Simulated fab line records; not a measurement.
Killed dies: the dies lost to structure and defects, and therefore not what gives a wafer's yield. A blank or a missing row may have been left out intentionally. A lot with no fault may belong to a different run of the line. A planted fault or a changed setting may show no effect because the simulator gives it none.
Chamber matching ; flow sky130 ; SKY_VIA1_ETCH_15 on rie diel-01: 4 sister chambers
The step etches SiO2 in C4F8/O2/Ar, stops on TiN, target depth 351 nm, time 54 s. 4 wafers are shown with their chamber, then 7 later ones without.

== EACH WAFER AND ITS CHAMBER ==
wafer;chamber;oes product au (a.u.)
L087.1;0;0.976
L087.2;3;0.988
L087.3;1;0.981
L087.5;2;0.987

== WAFERS WITH NO CHAMBER GIVEN ==
wafer;oes product au (a.u.)
L087.6;0.971
L095.1;0.989
L095.2;0.984
L095.3;0.979
L095.4;0.979
L095.5;0.988
L095.6;0.976

== EACH ONE'S CHAMBER ==
wafer;from the rows above;in truth
L087.6;0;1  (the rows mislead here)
L095.1;can't be placed: 3 or 2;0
L095.2;can't be placed: 1 or 2 or 3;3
L095.3;can't be placed: 1 or 0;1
L095.4;can't be placed: 1 or 0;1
L095.5;can't be placed: 3 or 2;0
L095.6;0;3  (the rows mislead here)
Placed correctly: 0 of 7. From these rows, 5 cannot be placed; in 3 the true chamber is one of the candidates. Number placed wrongly: 2.
How it was worked out, from the rows above alone: a wafer's distance from a chamber is the root of the sum, over the readings, of the square of ((its reading less the chamber's mean) divided by the reading's scatter). The wafer belongs to the nearest chamber; if the next one is less than 2 further off, it can't be placed. For every chamber, the mean is computed from those of its wafers that are shown. The scatter (one wafer shown for each chamber): square how far every hidden wafer sits from the nearest shown wafer, average those squares and take the square root.
